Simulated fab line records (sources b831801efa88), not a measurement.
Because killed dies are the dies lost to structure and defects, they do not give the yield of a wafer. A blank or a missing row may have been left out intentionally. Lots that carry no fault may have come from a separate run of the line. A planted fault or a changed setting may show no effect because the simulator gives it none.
Chamber matching    flow gf180mcu    3 sister chambers for GF_CONTACT_CVD_00 on hdpcvd-02
The step deposits SiO2, target thk 300 nm, time 50 s. 6 wafers are shown with their chamber, then 8 later ones without.

## WAFERS, EACH WITH ITS CHAMBER
wafer   chamber  sih4FlowSccm (sccm)
L518.4  0        60.03
L522.4  0        60.05
L528.3  1        59.93
L530.2  2        60.09
L530.4  2        60.33
L536.2  1        59.88

## WAFERS MISSING THEIR CHAMBER
wafer   sih4FlowSccm (sccm)
L536.3  60.20
L536.5  60.00
L538.1  59.89
L538.4  60.16
L538.6  60.35
L539.4  60.06
L539.5  59.76
L539.6  60.17

## WHICH CHAMBER EACH WENT THROUGH
wafer   from the rows above           in truth
L536.3  can't be placed: 2 or 0       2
L536.5  can't be placed: 0 or 1 or 2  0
L538.1  can't be placed: 1 or 0       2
L538.4  can't be placed: 2 or 0       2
L538.6  can't be placed: 2 or 0       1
L539.4  can't be placed: 0 or 2 or 1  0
L539.5  can't be placed: 1 or 0       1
L539.6  can't be placed: 2 or 0       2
Correct placement for 0 of the 8. Not placeable from these rows: 8 (in 6, the candidates include the true chamber). 0 placed wrongly.
How it was worked out, from the rows above alone: a wafer's distance from a chamber is the root of the sum, over the readings, of the square of ((its reading less the chamber's mean) divided by the reading's scatter). If the next closest chamber is less than 2 further off than the closest, the wafer can't be placed; otherwise it belongs to the closest. A chamber's mean is the mean of its shown wafers. The scatter: take each reading less its chamber's mean, square it, sum over the shown wafers, divide by the number of wafers less the number of chambers, and take the root.
